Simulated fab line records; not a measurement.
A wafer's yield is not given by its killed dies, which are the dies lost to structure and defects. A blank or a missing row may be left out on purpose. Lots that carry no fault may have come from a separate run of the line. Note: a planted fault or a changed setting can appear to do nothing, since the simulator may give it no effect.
The tool behind it: which one? || flow sky130 || Sampling: 12 lots, 36 wafers, 4 of 708 route steps

## WHAT THE GAUGES READ, wafer by wafer
SKY_LOCAL_INTERCONNECT_OVL_MEAS_12.
{"lot": "L412", "measured": "day 31 13:53", "on": "overlay-02", "LOCAL_INTERCONNECT_OVL (nm)": "12 -5 1"}
{"lot": "L413", "measured": "day 31 17:11", "on": "overlay-01", "LOCAL_INTERCONNECT_OVL (nm)": "-4 1 -4"}
{"lot": "L423", "measured": "day 34 20:12", "on": "overlay-02", "LOCAL_INTERCONNECT_OVL (nm)": "0 -2 0"}
{"lot": "L424", "measured": "day 35 12:06", "on": "overlay-01", "LOCAL_INTERCONNECT_OVL (nm)": "7 11 10"}
{"lot": "L425", "measured": "day 35 22:17", "on": "overlay-02", "LOCAL_INTERCONNECT_OVL (nm)": "-3 -1 -6"}
{"lot": "L426", "measured": "day 36 04:17", "on": "overlay-01", "LOCAL_INTERCONNECT_OVL (nm)": "5 7 3"}
{"lot": "L427", "measured": "day 36 07:54", "on": "overlay-01", "LOCAL_INTERCONNECT_OVL (nm)": "-3 -4 0"}
{"lot": "L428", "measured": "day 37 08:23", "on": "overlay-02", "LOCAL_INTERCONNECT_OVL (nm)": "3 -1 -3"}
{"lot": "L429", "measured": "day 37 08:50", "on": "overlay-01", "LOCAL_INTERCONNECT_OVL (nm)": "-5 -3 -2"}
{"lot": "L430", "measured": "day 37 12:06", "on": "overlay-01", "LOCAL_INTERCONNECT_OVL (nm)": "3 4 0"}
{"lot": "L431", "measured": "day 37 17:53", "on": "overlay-02", "LOCAL_INTERCONNECT_OVL (nm)": "14 2 -1"}
{"lot": "L432", "measured": "day 38 01:17", "on": "overlay-02", "LOCAL_INTERCONNECT_OVL (nm)": "6 7 10"}

SKY_METAL1_CD_MEAS_15 targets a cd of 140 nm.
{"lot": "L412", "measured": "day 33 23:22", "on": "cd_sem-01", "cd_nm (nm)": "138.3 138.7 138.4"}
{"lot": "L413", "measured": "day 34 02:38", "on": "cd_sem-01", "cd_nm (nm)": "141.0 101.1 101.6"}
{"lot": "L423", "measured": "day 37 02:47", "on": "cd_sem-01", "cd_nm (nm)": "138.0 138.4 138.8"}
{"lot": "L424", "measured": "day 37 19:14", "on": "cd_sem-02", "cd_nm (nm)": "141.6 143.5 142.6"}
{"lot": "L425", "measured": "day 38 04:13", "on": "cd_sem-02", "cd_nm (nm)": "138.4 140.1 139.7"}
{"lot": "L426", "measured": "day 38 10:55", "on": "cd_sem-01", "cd_nm (nm)": "142.2 139.4 141.1"}
{"lot": "L427", "measured": "day 38 14:12", "on": "cd_sem-02", "cd_nm (nm)": "137.1 138.0 138.9"}
{"lot": "L428", "measured": "day 39 14:13", "on": "cd_sem-02", "cd_nm (nm)": "139.5 141.9 141.7"}
{"lot": "L429", "measured": "day 39 15:31", "on": "cd_sem-01", "cd_nm (nm)": "137.6 138.6 138.7"}
{"lot": "L430", "measured": "day 39 17:24", "on": "cd_sem-01", "cd_nm (nm)": "141.5 138.7 139.4"}
{"lot": "L431", "measured": "day 39 23:08", "on": "cd_sem-02", "cd_nm (nm)": "136.2 137.6 138.7"}
{"lot": "L432", "measured": "day 40 05:00", "on": "cd_sem-02", "cd_nm (nm)": "139.6 139.8 141.1"}

## EACH LOT AND THE TOOL THAT RAN IT (in order: tool; ch and the chambers of the sampled wafers; start)
{"lot": "L412", "SKY_LI_CONTACT_ETCH_14": "rie_diel-02 ch 0,2,3, day 30 09:38", "SKY_METAL1_EXPOSE_12": "krf_scanner-02 ch 0, day 33 09:53"}
{"lot": "L413", "SKY_LI_CONTACT_ETCH_14": "rie_diel-02 ch 0,2, day 30 12:25", "SKY_METAL1_EXPOSE_12": "krf_scanner-02 ch 0, day 33 13:11"}
{"lot": "L423", "SKY_LI_CONTACT_ETCH_14": "rie_diel-01 ch 0,2,3, day 33 16:25", "SKY_METAL1_EXPOSE_12": "krf_scanner-01 ch 0, day 36 14:17"}
{"lot": "L424", "SKY_LI_CONTACT_ETCH_14": "rie_diel-03 ch 0,2,3, day 34 07:49", "SKY_METAL1_EXPOSE_12": "krf_scanner-02 ch 0, day 37 07:20"}
{"lot": "L425", "SKY_LI_CONTACT_ETCH_14": "rie_diel-03 ch 0,1,3, day 34 19:04", "SKY_METAL1_EXPOSE_12": "krf_scanner-01 ch 0, day 37 16:00"}
{"lot": "L426", "SKY_LI_CONTACT_ETCH_14": "rie_diel-03 ch 0,1, day 35 00:47", "SKY_METAL1_EXPOSE_12": "krf_scanner-02 ch 0, day 37 22:17"}
{"lot": "L427", "SKY_LI_CONTACT_ETCH_14": "rie_diel-01 ch 0,1,2, day 35 03:56", "SKY_METAL1_EXPOSE_12": "krf_scanner-02 ch 0, day 38 01:59"}
{"lot": "L428", "SKY_LI_CONTACT_ETCH_14": "rie_diel-02 ch 0,2, day 36 04:41", "SKY_METAL1_EXPOSE_12": "krf_scanner-02 ch 0, day 39 01:19"}
{"lot": "L429", "SKY_LI_CONTACT_ETCH_14": "rie_diel-01 ch 1,2,3, day 36 05:04", "SKY_METAL1_EXPOSE_12": "krf_scanner-02 ch 0, day 39 02:25"}
{"lot": "L430", "SKY_LI_CONTACT_ETCH_14": "rie_diel-01 ch 1,2, day 36 08:34", "SKY_METAL1_EXPOSE_12": "krf_scanner-02 ch 0, day 39 04:59"}
{"lot": "L431", "SKY_LI_CONTACT_ETCH_14": "rie_diel-02 ch 1,2, day 36 14:46", "SKY_METAL1_EXPOSE_12": "krf_scanner-01 ch 0, day 39 11:44"}
{"lot": "L432", "SKY_LI_CONTACT_ETCH_14": "rie_diel-01 ch 1,2, day 36 22:32", "SKY_METAL1_EXPOSE_12": "krf_scanner-02 ch 0, day 39 17:31"}
- SKY_LI_CONTACT_ETCH_14: etches BARC in N2/H2, stops on SiO2, time 45.9 s, target depth 60 nm.
- SKY_METAL1_EXPOSE_12: exposes mask MM1, target cd 140 nm.

## WHAT THE TOOLS THEMSELVES READ (means of the sampled wafers that have a number; where no wafer has one, the mark that the record gives instead)
SKY_LI_CONTACT_ETCH_14.
{"lot": "L412", "tool": "rie_diel-02", "drypump_motor_current_A (A)": 6.1, "oes_product_au (a.u.)": 0.856, "throttle_valve_pct (%)": 13.218}
{"lot": "L413", "tool": "rie_diel-02", "drypump_motor_current_A (A)": 5.9, "oes_product_au (a.u.)": 0.858, "throttle_valve_pct (%)": 13.221}
{"lot": "L423", "tool": "rie_diel-01", "drypump_motor_current_A (A)": 5.7, "oes_product_au (a.u.)": 0.858, "throttle_valve_pct (%)": 13.233}
{"lot": "L424", "tool": "rie_diel-03", "drypump_motor_current_A (A)": 5.8, "oes_product_au (a.u.)": 0.855, "throttle_valve_pct (%)": 13.234}
{"lot": "L425", "tool": "rie_diel-03", "drypump_motor_current_A (A)": 5.4, "oes_product_au (a.u.)": 0.857, "throttle_valve_pct (%)": 13.225}
{"lot": "L426", "tool": "rie_diel-03", "drypump_motor_current_A (A)": 5.2, "oes_product_au (a.u.)": 0.855, "throttle_valve_pct (%)": 13.221}
{"lot": "L427", "tool": "rie_diel-01", "drypump_motor_current_A (A)": 5.6, "oes_product_au (a.u.)": 0.852, "throttle_valve_pct (%)": 13.215}
{"lot": "L428", "tool": "rie_diel-02", "drypump_motor_current_A (A)": 6.0, "oes_product_au (a.u.)": 0.855, "throttle_valve_pct (%)": 13.225}
{"lot": "L429", "tool": "rie_diel-01", "drypump_motor_current_A (A)": 5.6, "oes_product_au (a.u.)": 0.857, "throttle_valve_pct (%)": 13.227}
{"lot": "L430", "tool": "rie_diel-01", "drypump_motor_current_A (A)": 5.5, "oes_product_au (a.u.)": 0.851, "throttle_valve_pct (%)": 13.224}
{"lot": "L431", "tool": "rie_diel-02", "drypump_motor_current_A (A)": 5.9, "oes_product_au (a.u.)": 0.855, "throttle_valve_pct (%)": 13.229}
{"lot": "L432", "tool": "rie_diel-01", "drypump_motor_current_A (A)": 5.8, "oes_product_au (a.u.)": 0.851, "throttle_valve_pct (%)": 13.229}

## THE ANSWER, worked out from the rows above alone
Rule: what is usual is taken from the lots themselves. Put in order of their means at a reading, lots are off if they are a third of the lots or fewer, leave a main group of 4 or more, and stand apart from it by a gap of 3 or more times the standard deviation of the main group's means; of several such gaps the widest counts. The tables above print the reading to a certain number of digits; a main group whose means all agree to those digits is not used. Also off: a lot with no number at a reading for which 4 or more lots have one. Any other lot the step has rows for is counted as sound. First the gauges in route order, then the tools' own readings, where a lot's mean is used as printed above. The first step at which some lot is off is used, and at that step the reading that is off furthest; a lot without a number counts as furthest.
Off: L413 (SKY_METAL1_CD_MEAS_15, cd_nm). The main group has a mean of 139.5 nm with a standard deviation of 1.5.
If a tool, at a process step before that reading, ran all the lots that are off and no sound lot after the first of them, it fits. The gauges at SKY_METAL1_CD_MEAS_15 are tried like those tools. No candidate that was tried fits.

## WHAT HAD BEEN PUT IN BY THE SIMULATOR
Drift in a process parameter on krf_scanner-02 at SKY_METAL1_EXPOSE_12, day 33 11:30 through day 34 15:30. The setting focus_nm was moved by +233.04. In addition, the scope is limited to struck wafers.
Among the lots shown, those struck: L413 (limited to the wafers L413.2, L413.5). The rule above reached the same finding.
